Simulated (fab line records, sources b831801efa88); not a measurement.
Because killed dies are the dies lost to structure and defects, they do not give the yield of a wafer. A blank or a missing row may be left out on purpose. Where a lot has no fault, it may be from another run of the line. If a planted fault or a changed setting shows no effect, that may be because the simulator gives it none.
Chamber matching    flow gf180mcu    4 sister chambers for GF_V3_CMP_04 on cmp-01
The step polishes SiO2. 4 wafers are shown with their chamber, then 7 later ones without.

WAFERS, EACH WITH ITS CHAMBER
wafer   chamber  motorCurrentA (A)
L656.6  0        14.3
L660.6  2        12.4
L661.1  1        11.5
L661.2  3        11.0

WAFERS WITHOUT THEIR CHAMBER
wafer   motorCurrentA (A)
L661.6  12.8
L663.2  13.3
L663.3  11.1
L663.6  10.8
L666.1  12.2
L666.2  13.8
L666.5  10.8

EACH ONE'S CHAMBER
wafer   from the rows above      in truth
L661.6  2                        2
L663.2  can't be placed: 2 or 0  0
L663.3  can't be placed: 3 or 1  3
L663.6  can't be placed: 3 or 1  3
L666.1  can't be placed: 2 or 1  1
L666.2  0                        0
L666.5  can't be placed: 3 or 1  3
Correctly placed: 2 of 7. Not placeable from these rows: 5 (in 5, the candidates include the true chamber). Placed wrongly: 0.
How it was worked out, from the rows above alone: a wafer's distance from a chamber is the root of the sum, over the readings, of the square of ((its reading less the chamber's mean) divided by the reading's scatter). The wafer belongs to the nearest chamber; if the next one is less than 2 further off, it can't be placed. For every chamber, the mean is computed from those of its wafers that are shown. The scatter: root of mean squared gap, hidden wafer to nearest shown wafer, with one shown wafer a chamber.
